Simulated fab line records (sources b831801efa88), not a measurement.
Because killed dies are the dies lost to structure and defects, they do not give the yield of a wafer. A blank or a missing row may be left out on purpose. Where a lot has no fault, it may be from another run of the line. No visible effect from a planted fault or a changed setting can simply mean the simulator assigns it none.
fab line records ; flow sky130
record: lots: 12; wafers: 35; lastDay: 50
route steps=708 shown VIA3@588 CAP2M@617 VIA4@657 PASSIVATION@692 PAD_OPEN@708
lots untouched by any fault: they come from a run of this same line in which no faults occurred
startH: hours from the record's first day to the start of the lot's first wafer shown ; waitH: hours elapsed since this lot's preceding step ; " repeats the value in the row above ; L1.1+2: a single row standing in for several wafers ; - value missing, or start not given ; * or withheld: withheld ; < > ~ a bound
route shown NAME@n: NAME is a module with steps in the file, n the number in the route of the first one ; usual: the fault-free wafers' mean and standard deviation ; same: alike in all rows ; chamber/n: place in a boat ; sites: per-site readings ; _std_site: standard deviation across them ; _edge_site: mean of outer sites minus mean of inner sites ; radiusMm: for every site, how far away it sits from the centre of the wafer ; mask NAME#n: copy n ; behind: the most recent tool/chamber to have shaped the wafer ; hold: cause of the lot's hold/its duration in hours/its outcome ; device: which transistor (n, p or np) failed to switch ; end of line: tests run on the same wafers once the route is complete ; for a step that has no rows: nothing shown but its recipe ; killed: dies lost to structure and defects at the first sort, not the wafer's yield ; map: a wafer's dies, marking killed ones x, the rest . and places with no die _
set.NAME: the setting the step ran with; set.NAME@STEP: the setting that earlier step ran with ; model.NAME: the simulator's own value behind a step, which no gauge read
the route's steps for a sample of lots (tables are steps, rows are wafers)
services: when a tool's chamber went out of use (startH, in hours from the record's first day, below 0 if earlier), for how many hours, and the reason
== steps ==
step: SKY_VIA3_ETCH_15
recipe: target: SiO2; chemistry: C4F8/O2/Ar; targetDepthNm: 507; stopOn: TiN; maskMaterial: KrF-thick; sourceW: 1500; biasW: 1200; pressureMtorr: 40; c4f8FlowSccm: withheld; O2_flow_sccm: 6; Ar_flow_sccm: 300; timeS: 78
usual: oesProductAu: 0.945/0.0048; rfFwdPowerW: 1488/5.4
lot.wafer;tool;chamber;startH;waitH;oesProductAu;rfFwdPowerW
L621.2;rieDiel-02;0;932.41;0.0;0.942;1489
L621.4;rieDiel-02;3;932.41;0.0;0.939;1493
L621.5;rieDiel-02;1;932.41;0.0;0.947;1488
L626.1;rieDiel-01;1;972.96;0.0;0.939;1491
L626.3;rieDiel-01;2;972.96;0.0;0.957;1492
L626.5;rieDiel-01;2;972.96;0.0;0.943;1486
L627.1;rieDiel-01;2;982.46;0.0;0.950;1495
L627.4;rieDiel-01;1;982.46;0.0;0.947;1489
L627.6;rieDiel-01;2;982.46;0.0;0.946;1492
L628.1;rieDiel-02;2;992.86;0.0;0.934;1489
L628.4;rieDiel-02;3;992.86;0.0;0.947;1481
L628.6;rieDiel-02;1;992.86;0.0;0.939;1478
L631.2;rieDiel-02;2;1007.91;0.0;0.945;1489
L631.4;rieDiel-02;3;1007.91;0.0;0.945;1490
L631.6;rieDiel-02;3;1007.91;0.0;0.949;1493
L632.2;rieDiel-02;1;1018.71;0.0;0.944;1480
L632.4;rieDiel-02;3;1018.71;0.0;0.949;1496
L632.5;rieDiel-02;2;1018.71;0.0;0.950;1480
L633.4;rieDiel-01;0;1019.11;0.0;0.951;1483
L633.6;rieDiel-01;3;1019.11;0.0;0.945;1494
L635.1;rieDiel-04;3;1023.79;0.0;0.953;1499
L635.3;rieDiel-04;1;1023.79;0.0;0.950;1481
L635.4;rieDiel-04;2;1023.79;0.0;0.938;1496
L636.1;rieDiel-04;2;1040.11;0.0;0.941;1499
L636.2;rieDiel-04;3;1040.11;0.0;0.941;1486
L636.3;rieDiel-04;1;1040.11;0.0;0.951;1487
L637.2;rieDiel-04;0;1044.36;0.0;0.934;1488
L637.4;rieDiel-04;3;1044.36;0.0;0.935;1491
L637.6;rieDiel-04;1;1044.36;0.0;0.939;1488
L639.4;rieDiel-04;1;1053.04;0.0;0.947;1481
L639.5;rieDiel-04;1;1053.04;0.0;0.951;1490
L639.6;rieDiel-04;0;1053.04;0.0;0.949;1486
L642.1;rieDiel-01;3;1082.66;0.0;0.946;1489
L642.4;rieDiel-01;2;1082.66;0.0;0.949;1496
L642.6;rieDiel-01;1;1082.66;0.0;0.945;1496
step: SKY_CAP2M_STRIP_14
recipe: chemistry: O2/N2; powerW: 1400; pressureMtorr: 1500; platenTempC: withheld; o2FlowSccm: 3000; n2FlowSccm: 300; overashFraction: 0.5
usual: drypumpMotorCurrentA: 5.81/0.28; oesProductAu: 0.710/0.0046; stripTimeToEndpointS: 12.64/0.048
same: overashFraction: 0.5
lot.wafer;tool;chamber;startH;waitH;drypumpMotorCurrentA;oesProductAu;rfHoursCounterH;stripTimeToEndpointS
L621.2;plasmaAsher-03;0;957.17;0.1;5.49;0.709;116;12.57
L621.4;plasmaAsher-03;0;957.17;0.1;5.51;0.702;-;12.60
L621.5;plasmaAsher-03;0;957.17;0.1;5.49;0.715;-;12.55
L626.1;plasmaAsher-02;1;998.68;0.1;6.24;0.705;55;12.66
L626.3;plasmaAsher-02;1;998.68;0.1;6.24;0.709;-;12.66
L626.5;plasmaAsher-02;0;998.68;0.1;5.75;0.712;-;12.63
L627.1;plasmaAsher-02;0;1008.03;0.1;5.75;0.711;56;12.64
L627.4;plasmaAsher-02;1;1008.03;0.1;6.28;0.707;-;12.62
L627.6;plasmaAsher-02;0;1008.03;0.1;5.72;0.711;-;12.65
L628.1;plasmaAsher-02;1;1018.27;0.1;6.27;0.712;57;12.52
L628.4;plasmaAsher-02;1;1018.27;0.1;6.24;0.722;-;12.56
L628.6;plasmaAsher-02;1;1018.27;0.1;6.24;0.702;-;12.55
L631.2;plasmaAsher-03;1;1031.73;0.1;5.50;0.710;125;12.75
L631.4;plasmaAsher-03;0;1031.73;0.1;5.49;0.711;-;12.71
L631.6;plasmaAsher-03;0;1031.73;0.1;5.50;0.710;-;12.73
L632.2;plasmaAsher-03;1;1042.72;0.1;5.51;0.715;126;12.67
L632.4;plasmaAsher-03;0;1042.72;0.1;5.49;0.709;-;12.64
L632.5;plasmaAsher-03;0;1042.72;0.1;5.50;0.703;-;12.60
L633.4;plasmaAsher-02;0;1043.41;0.1;5.73;0.704;-;12.61
L633.6;plasmaAsher-02;0;1043.41;0.1;5.73;0.710;-;12.67
L635.1;plasmaAsher-02;1;1047.97;0.1;6.25;0.708;61;12.67
L635.3;plasmaAsher-02;0;1047.97;0.1;5.72;0.709;-;12.70
L635.4;plasmaAsher-02;1;1047.97;0.1;6.25;0.712;-;12.71
L636.1;plasmaAsher-02;1;1063.35;0.1;6.25;0.709;63;12.61
L636.2;plasmaAsher-02;0;1063.35;0.1;5.73;0.710;63;12.64
L636.3;plasmaAsher-02;0;1063.35;0.1;5.73;0.708;-;12.69
L637.2;plasmaAsher-01;1;1068.10;0.1;5.69;0.711;29;12.63
L637.4;plasmaAsher-01;0;1068.10;0.1;5.92;0.707;-;12.61
L637.6;plasmaAsher-01;1;1068.10;0.1;5.70;0.712;-;12.65
L639.4;plasmaAsher-03;0;1075.75;0.1;5.51;0.714;-;12.58
L639.5;plasmaAsher-03;1;1075.75;0.1;5.58;0.703;-;12.61
L639.6;plasmaAsher-03;0;1075.75;0.1;5.50;0.706;-;12.64
L642.1;plasmaAsher-02;1;1103.52;0.1;6.27;0.711;67;12.66
L642.4;plasmaAsher-02;0;1103.52;0.1;5.73;0.714;-;12.72
L642.6;plasmaAsher-02;1;1103.52;0.1;6.27;0.705;-;12.66
step: SKY_VIA4_CVD_18
recipe: material: W; targetThkNm: 505; timeS: 152.14; tempC: 400; pressureTorr: 40
usual: heaterPowerW: 834/74
lot.wafer;tool;chamber;startH;waitH;heaterPowerW
L621.2;cvdW-02;0;1006.27;0.0;883
L621.4;cvdW-02;1;1006.27;0.0;811
L621.5;cvdW-02;1;1006.27;0.0;799
L626.1;cvdW-01;1;1047.85;0.0;900
L626.3;cvdW-01;1;1047.85;0.0;898
L626.5;cvdW-01;0;1047.85;0.0;722
L627.1;cvdW-02;0;1055.25;0.0;895
L627.4;cvdW-02;1;1055.25;0.0;808
L627.6;cvdW-02;0;1055.25;0.0;884
L628.1;cvdW-01;1;1064.46;0.0;885
L628.4;cvdW-01;1;1064.46;0.0;875
L628.6;cvdW-01;1;1064.46;0.0;887
L631.2;cvdW-02;0;1077.87;0.0;897
L631.4;cvdW-02;0;1077.87;0.0;888
L631.6;cvdW-02;1;1077.87;0.0;817
L632.2;cvdW-01;1;1088.07;0.0;891
L632.4;cvdW-01;1;1088.07;0.0;903
L632.5;cvdW-01;0;1088.07;0.0;718
L633.4;cvdW-01;1;1089.02;0.1;909
L633.6;cvdW-01;1;1089.02;0.1;904
L635.1;cvdW-01;1;1093.92;0.0;915
L635.3;cvdW-01;1;1093.92;0.0;895
L635.4;cvdW-01;0;1093.92;0.0;723
L636.1;cvdW-01;0;1107.58;0.0;722
L636.2;cvdW-01;1;1107.58;0.0;892
L636.3;cvdW-01;0;1107.58;0.0;716
L637.2;cvdW-02;0;1111.85;0.0;898
L637.4;cvdW-02;1;1111.85;0.0;819
L637.6;cvdW-02;0;1111.85;0.0;900
L639.4;cvdW-01;1;1119.04;0.1;896
L639.5;cvdW-01;1;1119.04;0.1;912
L639.6;cvdW-01;0;1119.04;0.1;725
L642.1;cvdW-02;1;1145.28;0.0;821
L642.4;cvdW-02;1;1145.28;0.0;814
L642.6;cvdW-02;1;1145.28;0.0;843
step: SKY_PASSIVATION_ETCH_11
recipe: chemistry: CF4/O2; targetDepthNm: 725; stopOn: AlCu; sourceW: 800; biasW: 150; pressureMtorr: 150; cf4FlowSccm: 80; O2_flow_sccm: 10; timeS: 161.1
usual: drypumpMotorCurrentA: 5.8/0.46; oesProductAu: 0.976/0.0099; rfFwdPowerW: 796.6/2.9; throttleValvePct: 5.964/0.0096
lot.wafer;tool;chamber;startH;waitH;drypumpMotorCurrentA;oesProductAu;rfFwdPowerW;rfHoursCounterH;throttleValvePct
L621.2;rieDiel-03;3;1053.86;-;5.9;0.979;795.5;8;5.976
L621.4;rieDiel-03;2;1053.86;-;6.3;0.975;795.5;14;5.980
L621.5;rieDiel-03;0;1053.86;-;5.6;0.982;795.6;-;5.954
L626.1;rieDiel-03;0;1092.61;-;5.6;0.966;798.2;21;5.975
L626.3;rieDiel-03;3;1092.61;-;5.9;0.960;791.5;10;5.963
L626.5;rieDiel-03;2;1092.61;-;6.3;0.965;790.9;-;5.962
L627.1;rieDiel-03;2;1099.11;-;6.3;0.977;793.7;16;5.960
L627.4;rieDiel-03;0;1099.11;-;5.6;0.967;798.4;21;5.960
L627.6;rieDiel-03;3;1099.11;-;5.9;0.972;797.7;-;5.973
L628.1;rieDiel-04;2;1107.26;-;5.6;0.978;793.5;25;5.962
L628.4;rieDiel-04;3;1107.26;-;4.7;0.972;797.0;9;5.955
L628.6;rieDiel-04;0;1107.26;-;6.2;0.986;799.2;-;5.970
L631.2;rieDiel-01;2;1120.36;-;6.1;0.967;799.1;14;5.959
L631.4;rieDiel-01;1;1120.36;-;6.2;0.983;797.5;-;5.967
L631.6;rieDiel-01;0;1120.36;-;5.2;0.972;801.1;-;5.961
L632.2;rieDiel-04;0;1130.11;-;6.2;0.969;801.0;8;5.961
L632.4;rieDiel-04;2;1130.11;-;5.6;0.993;800.9;25;5.977
L632.5;rieDiel-04;2;1130.11;-;5.6;0.983;798.1;-;5.984
L633.4;rieDiel-01;2;1131.72;-;6.1;0.979;800.3;-;5.970
L633.6;rieDiel-01;3;1131.72;-;6.1;0.994;804.6;-;5.975
L635.1;rieDiel-01;1;1136.36;-;6.2;0.980;795.4;23;5.961
L635.3;rieDiel-01;2;1136.36;-;6.1;0.971;798.0;14;5.959
L635.4;rieDiel-01;0;1136.36;-;5.2;0.977;798.4;8;5.947
L636.1;rieDiel-04;2;1148.56;-;5.5;0.977;793.7;26;5.956
L636.2;rieDiel-04;0;1148.56;-;6.2;0.967;799.0;9;5.960
L636.3;rieDiel-04;1;1148.56;-;6.1;0.967;789.8;19;5.956
L637.2;rieDiel-03;1;1151.91;-;5.6;0.977;796.3;16;5.969
L637.4;rieDiel-03;2;1151.91;-;6.3;0.980;794.8;18;5.970
L637.6;rieDiel-03;3;1151.91;-;5.9;0.980;798.0;-;5.973
L639.4;rieDiel-04;1;1159.82;-;6.1;0.985;797.2;-;5.972
L639.5;rieDiel-04;2;1159.82;-;5.6;0.983;794.8;-;5.981
L639.6;rieDiel-04;3;1159.82;-;4.7;0.952;793.7;-;5.952
L642.1;rieDiel-03;1;1181.81;-;5.6;0.971;793.4;17;5.970
L642.4;rieDiel-03;0;1181.81;-;5.6;0.966;795.5;24;5.966
L642.6;rieDiel-03;2;1181.81;-;6.3;0.985;794.5;-;5.966
step: SKY_PAD_OPEN_PROBE_99
usual: defectLimitedYield: 82.6/1.8; killed_at_M0_to_M3: 43/6.3; killed_at_M4_up: 3.0/1.6; killedAtContacts: 25/5; killedAtFrontEnd: 15/4.4; killedAtOther: 0.3/0.8; killedDies: 85/8.7; killedOpen: 47/6.9; killedShort: 38/6.3
same: grossDies: 492; killedAtBackSide: 0
lot.wafer;tool;chamber;startH;waitH;defectLimitedYield[%];killed_at_M0_to_M3;killed_at_M4_up;killedAtContacts;killedAtFrontEnd;killedAtOther;killedDies;killedOpen;killedShort
L621.2;prober-01;-;1077.99;0.1;86.2;30;3;24;11;0;68;34;34
L621.4;prober-01;-;1078.09;0.2;84.3;33;2;27;15;0;77;44;33
L621.5;prober-01;-;1078.14;0.2;82.5;38;0;28;19;1;86;49;37
L626.1;prober-02;-;1113.78;0.1;80.3;51;2;31;12;1;97;62;35
L626.3;prober-02;-;1113.88;0.2;82.5;38;4;27;16;1;86;49;37
L626.5;prober-02;-;1113.98;0.2;82.5;41;3;34;8;0;86;46;40
L627.1;prober-02;-;1121.61;0.1;80.5;47;3;27;18;1;96;53;43
L627.4;prober-02;-;1121.76;0.2;81.3;43;4;29;16;0;92;57;35
L627.6;prober-02;-;1121.86;0.2;82.5;41;1;26;18;0;86;49;37
L628.1;prober-01;-;1129.24;0.1;83.1;34;0;31;17;1;83;36;47
L628.4;prober-01;-;1129.39;0.2;82.5;44;3;24;14;1;86;47;31
L628.6;prober-01;-;1129.49;0.2;80.5;48;1;29;18;0;96;57;37
L631.2;prober-02;-;1142.86;0.1;80.3;37;7;36;16;1;97;58;39
L631.4;prober-02;-;1142.96;0.2;82.5;35;2;24;22;3;86;55;29
L631.6;prober-02;-;1143.06;0.2;82.3;45;1;30;10;1;87;49;38
L632.2;prober-02;-;1152.64;0.1;83.9;36;4;21;18;0;79;43;34
L632.4;prober-02;-;1152.74;0.2;82.7;48;1;22;14;0;85;45;40
L632.5;prober-02;-;1152.79;0.2;83.9;41;4;16;18;0;79;44;35
L633.4;prober-01;-;1153.52;0.2;81.5;42;4;26;18;1;91;53;38
L633.6;prober-01;-;1153.62;0.2;85.2;37;0;18;18;0;73;42;31
L635.1;prober-01;-;1157.17;0.1;81.9;49;3;22;15;0;89;45;44
L635.3;prober-01;-;1157.27;0.2;83.1;41;1;23;18;0;83;34;49
L635.4;prober-01;-;1157.32;0.2;85.6;42;1;22;6;0;71;45;26
L636.1;prober-01;-;1167.78;0.1;86.4;27;1;22;17;0;67;31;36
L636.2;prober-01;-;1167.83;0.1;80.7;50;4;23;18;0;95;50;45
L636.3;prober-01;-;1167.88;0.2;82.1;42;4;32;10;0;88;48;40
L637.2;prober-01;-;1171.86;0.1;83.9;37;4;29;9;0;79;51;28
L637.4;prober-01;-;1171.96;0.2;83.9;48;1;22;8;0;79;48;31
L637.6;prober-01;-;1172.06;0.2;80.9;43;2;33;16;0;94;54;40
L639.4;prober-01;-;1179.51;0.2;74.6;34;53;25;12;1;125;45;28
L639.5;prober-01;-;1179.56;0.2;72.6;37;58;30;10;0;135;45;35
L639.6;prober-01;-;1179.61;0.2;71.3;43;61;20;17;0;141;45;38
L642.1;prober-01;-;1199.55;0.1;84.3;40;3;22;11;1;77;40;37
L642.4;prober-01;-;1199.70;0.2;83.7;41;4;25;10;0;80;51;29
L642.6;prober-01;-;1199.80;0.2;83.1;49;4;16;14;0;83;45;38
killed by level:class
L621.2 CONTACT:geometricParticle:open=10 VIA1:geometricParticle:open=7 LOCAL_INTERCONNECT:geometricParticle:short=6 VIA2:geometricParticle:open=4 VIA3:geometricParticle:open=4 FIELD_ISO:geometricParticle:short=3 LI_CONTACT:geometricParticle:open=3 METAL1:geometricParticle:short=3
L621.4 VIA1:geometricParticle:open=11 CONTACT:geometricParticle:open=8 LI_CONTACT:geometricParticle:open=6 CONTACT:geometricParticle:short=5 VIA2:geometricParticle:open=5 FIELD_ISO:geometricParticle:short=4 FIELD_ISO:geometricParticle:open=4 LOCAL_INTERCONNECT:geometricParticle:short=4
L621.5 CONTACT:geometricParticle:open=14 VIA3:geometricParticle:open=8 METAL1:geometricParticle:short=7 FIELD_ISO:geometricParticle:open=5 POLY_GATE:geometricParticle:short=5 LI_CONTACT:geometricParticle:open=5 VIA2:geometricParticle:open=5 CONTACT:geometricParticle:short=4
L626.1 CONTACT:geometricParticle:open=15 VIA1:geometricParticle:open=13 LI_CONTACT:geometricParticle:open=9 METAL2:geometricParticle:short=7 VIA2:geometricParticle:open=6 METAL1:geometricParticle:open=5 METAL1:geometricParticle:short=5 FIELD_ISO:geometricParticle:short=4
L626.3 VIA1:geometricParticle:open=11 CONTACT:geometricParticle:open=9 VIA3:geometricParticle:open=8 LI_CONTACT:geometricParticle:open=6 FIELD_ISO:geometricParticle:short=5 VIA2:geometricParticle:open=5 LOCAL_INTERCONNECT:geometricParticle:short=5 CONTACT:geometricParticle:short=5
L626.5 CONTACT:geometricParticle:open=13 VIA1:geometricParticle:open=11 VIA1:geometricParticle:short=7 METAL1:geometricParticle:short=7 VIA3:geometricParticle:open=7 LI_CONTACT:geometricParticle:short=6 CONTACT:geometricParticle:short=6 LI_CONTACT:geometricParticle:open=5
L627.1 VIA1:geometricParticle:open=11 LI_CONTACT:geometricParticle:open=9 VIA3:geometricParticle:open=8 METAL2:geometricParticle:short=8 CONTACT:geometricParticle:open=6 VIA1:geometricParticle:short=5 CONTACT:geometricParticle:short=5 VIA2:geometricParticle:open=5
L627.4 LI_CONTACT:geometricParticle:open=12 VIA1:geometricParticle:open=10 CONTACT:geometricParticle:open=7 VIA1:geometricParticle:short=6 VIA3:geometricParticle:open=6 METAL1:geometricParticle:short=6 POLY_GATE:geometricParticle:open=5 LOCAL_INTERCONNECT:geometricParticle:short=5
L627.6 VIA1:geometricParticle:open=11 METAL2:geometricParticle:short=8 CONTACT:geometricParticle:open=7 LOCAL_INTERCONNECT:geometricParticle:short=6 POLY_GATE:geometricParticle:open=6 LI_CONTACT:geometricParticle:open=6 FIELD_ISO:geometricParticle:short=5 FIELD_ISO:geometricParticle:open=5
L628.1 CONTACT:geometricParticle:open=8 LI_CONTACT:geometricParticle:open=7 LOCAL_INTERCONNECT:geometricParticle:short=7 FIELD_ISO:geometricParticle:short=6 VIA1:geometricParticle:short=6 METAL1:geometricParticle:short=6 VIA1:geometricParticle:open=6 LI_CONTACT:geometricParticle:short=5
L628.4 VIA1:geometricParticle:open=14 LI_CONTACT:geometricParticle:open=9 VIA1:areaEtch=8 CONTACT:geometricParticle:short=6 METAL1:geometricParticle:short=6 FIELD_ISO:geometricParticle:open=5 VIA3:geometricParticle:open=5 CONTACT:geometricParticle:open=5
L628.6 CONTACT:geometricParticle:open=11 LI_CONTACT:geometricParticle:open=8 METAL1:geometricParticle:short=8 VIA2:geometricParticle:open=8 VIA1:geometricParticle:open=7 VIA3:geometricParticle:open=7 FIELD_ISO:geometricParticle:open=6 LOCAL_INTERCONNECT:geometricParticle:short=4
L631.2 CONTACT:geometricParticle:open=14 LI_CONTACT:geometricParticle:open=11 VIA3:geometricParticle:open=7 VIA2:geometricParticle:open=6 METAL3:geometricParticle:short=5 LOCAL_INTERCONNECT:geometricParticle:short=4 VIA1:geometricParticle:open=4 METAL1:geometricParticle:short=4
L631.4 VIA3:geometricParticle:open=10 VIA1:geometricParticle:open=9 POLY_GATE:geometricParticle:open=7 LOCAL_INTERCONNECT:geometricParticle:short=7 CONTACT:geometricParticle:open=6 LI_CONTACT:geometricParticle:open=6 FIELD_ISO:geometricParticle:open=5 POLY_GATE:geometricParticle:short=5
L631.6 CONTACT:geometricParticle:open=9 CONTACT:geometricParticle:short=8 VIA2:geometricParticle:open=8 LI_CONTACT:geometricParticle:open=7 VIA1:geometricParticle:open=7 VIA3:geometricParticle:short=7 VIA3:geometricParticle:open=6 POLY_GATE:geometricParticle:open=5
L632.2 VIA1:geometricParticle:open=15 LI_CONTACT:geometricParticle:open=7 FIELD_ISO:geometricParticle:short=6 POLY_GATE:geometricParticle:open=6 VIA2:geometricParticle:open=6 LOCAL_INTERCONNECT:geometricParticle:short=5 CONTACT:geometricParticle:open=4 POLY_GATE:geometricParticle:short=4
L632.4 VIA1:geometricParticle:open=9 LI_CONTACT:geometricParticle:open=8 METAL2:geometricParticle:short=7 METAL1:geometricParticle:short=6 VIA3:geometricParticle:open=6 POLY_GATE:geometricParticle:open=5 CONTACT:geometricParticle:open=5 VIA2:geometricParticle:open=5
L632.5 VIA1:geometricParticle:open=11 CONTACT:geometricParticle:open=7 METAL1:geometricParticle:short=6 LI_CONTACT:geometricParticle:open=5 VIA2:geometricParticle:open=5 FIELD_ISO:geometricParticle:short=4 VIA3:geometricParticle:open=4 METAL3:geometricParticle:short=4
L633.4 CONTACT:geometricParticle:open=10 VIA3:geometricParticle:open=10 VIA1:geometricParticle:open=9 VIA2:geometricParticle:open=6 FIELD_ISO:geometricParticle:short=5 CONTACT:geometricParticle:short=5 LI_CONTACT:geometricParticle:open=4 FIELD_ISO:geometricParticle:open=4
L633.6 VIA1:geometricParticle:open=11 FIELD_ISO:geometricParticle:open=7 METAL2:geometricParticle:short=7 CONTACT:geometricParticle:open=6 CONTACT:geometricParticle:short=5 VIA2:geometricParticle:open=5 LI_CONTACT:geometricParticle:open=4 POLY_GATE:geometricParticle:short=4
L635.1 CONTACT:geometricParticle:open=11 VIA3:geometricParticle:open=8 VIA1:geometricParticle:short=7 METAL2:geometricParticle:short=6 METAL1:geometricParticle:short=6 VIA1:geometricParticle:open=6 POLY_GATE:geometricParticle:short=5 LOCAL_INTERCONNECT:geometricParticle:short=5
L635.3 FIELD_ISO:geometricParticle:short=9 CONTACT:geometricParticle:short=7 VIA3:geometricParticle:open=6 VIA2:geometricParticle:open=6 LI_CONTACT:geometricParticle:open=5 CONTACT:geometricParticle:open=5 VIA1:geometricParticle:open=5 VIA2:geometricParticle:short=5
L635.4 VIA1:geometricParticle:open=10 CONTACT:geometricParticle:open=9 VIA2:geometricParticle:open=7 LI_CONTACT:geometricParticle:open=6 VIA3:geometricParticle:open=6 METAL1:geometricParticle:short=5 VIA1:geometricParticle:short=5 FIELD_ISO:geometricParticle:open=3
L636.1 FIELD_ISO:geometricParticle:short=7 CONTACT:geometricParticle:open=7 LI_CONTACT:geometricParticle:open=6 VIA3:geometricParticle:short=5 FIELD_ISO:geometricParticle:open=4 LI_CONTACT:geometricParticle:short=4 VIA1:geometricParticle:short=4 VIA2:geometricParticle:open=4
L636.2 VIA1:geometricParticle:open=13 VIA3:geometricParticle:open=11 CONTACT:geometricParticle:open=9 LOCAL_INTERCONNECT:geometricParticle:short=6 VIA1:geometricParticle:short=5 METAL1:geometricParticle:short=5 POLY_GATE:geometricParticle:short=4 METAL4:geometricParticle:short=4
L636.3 LI_CONTACT:geometricParticle:open=14 VIA1:geometricParticle:open=11 CONTACT:geometricParticle:open=7 METAL2:geometricParticle:short=7 VIA1:geometricParticle:short=5 FIELD_ISO:geometricParticle:open=4 VIA3:geometricParticle:open=4 CONTACT:geometricParticle:short=4
L637.2 CONTACT:geometricParticle:open=12 LI_CONTACT:geometricParticle:open=9 VIA1:geometricParticle:open=7 METAL2:geometricParticle:short=5 VIA2:geometricParticle:open=5 VIA3:geometricParticle:open=4 LOCAL_INTERCONNECT:geometricParticle:short=3 CONTACT:geometricParticle:short=3
L637.4 VIA1:geometricParticle:open=13 VIA2:geometricParticle:open=9 LI_CONTACT:geometricParticle:short=6 LI_CONTACT:geometricParticle:open=5 CONTACT:geometricParticle:short=5 VIA3:geometricParticle:open=5 FIELD_ISO:geometricParticle:open=4 VIA1:geometricParticle:short=4
L637.6 CONTACT:geometricParticle:open=15 VIA1:geometricParticle:open=9 METAL2:geometricParticle:short=6 POLY_GATE:geometricParticle:open=5 LI_CONTACT:geometricParticle:open=5 VIA2:geometricParticle:open=5 VIA3:geometricParticle:short=5 FIELD_ISO:geometricParticle:open=4
L639.4 VIA4:unspecified=52 LI_CONTACT:geometricParticle:open=10 VIA1:geometricParticle:open=10 VIA1:geometricParticle:short=6 VIA2:geometricParticle:open=5 CONTACT:geometricParticle:open=5 CONTACT:geometricParticle:short=5 FIELD_ISO:geometricParticle:open=4
L639.5 VIA4:unspecified=55 CONTACT:geometricParticle:open=9 CONTACT:geometricParticle:short=9 VIA2:geometricParticle:open=7 VIA3:geometricParticle:open=7 VIA1:geometricParticle:open=6 POLY_GATE:geometricParticle:open=4 LI_CONTACT:geometricParticle:open=4
L639.6 VIA4:unspecified=58 VIA2:geometricParticle:open=12 CONTACT:geometricParticle:open=7 VIA3:geometricParticle:open=6 FIELD_ISO:geometricParticle:short=5 LI_CONTACT:geometricParticle:open=5 METAL1:geometricParticle:short=5 VIA1:geometricParticle:open=5
L642.1 CONTACT:geometricParticle:open=12 METAL2:geometricParticle:short=8 VIA3:geometricParticle:open=7 VIA3:geometricParticle:short=6 LI_CONTACT:geometricParticle:open=5 METAL3:geometricParticle:short=5 CONTACT:geometricParticle:short=4 VIA1:geometricParticle:short=4
L642.4 CONTACT:geometricParticle:open=10 LI_CONTACT:geometricParticle:open=9 VIA1:geometricParticle:open=7 METAL1:geometricParticle:short=6 VIA2:geometricParticle:open=5 VIA3:geometricParticle:open=5 METAL2:geometricParticle:open=4 VIA3:geometricParticle:short=4
L642.6 VIA1:geometricParticle:open=10 VIA2:geometricParticle:open=9 VIA3:geometricParticle:open=7 CONTACT:geometricParticle:open=6 METAL2:geometricParticle:short=6 FIELD_ISO:geometricParticle:short=5 LI_CONTACT:geometricParticle:short=4 VIA3:geometricParticle:short=4
== services ==
tool;chamber;startH;hours;kind
rieDiel-01;3;913.95;4.1;repair
cvdW-02;-;918.00;2.8;pm
rieDiel-03;1;919.90;9.4;repair
rieDiel-03;-;935.86;2.8;pm
cvdW-02;0;945.88;14.0;repair
rieDiel-03;0;957.57;21.5;repair
rieDiel-01;3;961.25;21.6;repair
cvdW-01;-;966.35;0.6;repair
cvdW-02;0;967.15;2.7;repair
rieDiel-03;2;994.68;5.5;repair
plasmaAsher-02;-;1033.62;1.5;repair
cvdW-01;-;1054.02;1.3;repair
rieDiel-01;3;1062.32;11.4;repair
cvdW-01;0;1062.37;4.0;repair
rieDiel-01;-;1068.75;2.8;pm
rieDiel-04;-;1074.79;14.6;pm
rieDiel-01;-;1085.24;1.6;repair
rieDiel-04;0;1095.57;2.7;repair
rieDiel-01;3;1114.32;7.9;repair
rieDiel-01;1;1124.29;4.2;repair
rieDiel-01;0;1127.46;6.3;repair
plasmaAsher-02;-;1133.86;3.2;repair
rieDiel-04;0;1155.03;22.0;repair
cvdW-01;-;1164.68;6.0;pm
== key ==
firstSign: step: SKY_PAD_OPEN_PROBE_99; reading: killed_at_M4_up; direction: up; sigmas: 34; usual: 3.0; struck: 57.3
effect: step: SKY_PAD_OPEN_PROBE_99; reading: defectLimitedYield; direction: down; sigmas: 5.5; usual: 82.6; struck: 72.8
metAt SKY_VIA4_CVD_18
struckLots L639
notActingAt SKY_VIA3_ETCH_15,SKY_CAP2M_STRIP_14,SKY_PASSIVATION_ETCH_11
onsetBetween 1107.58 1119.04
earlierFault: kind: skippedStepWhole; tool: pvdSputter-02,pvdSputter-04; chamber: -; onsetH: 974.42; steps: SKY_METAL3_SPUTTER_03; scope: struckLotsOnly
fault: kind: chamberParticleSource; tool: cvdW-01; chamber: -; onsetH: 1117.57; steps: SKY_VIA4_CVD_18; ratePerVisitCm2: 0.95514
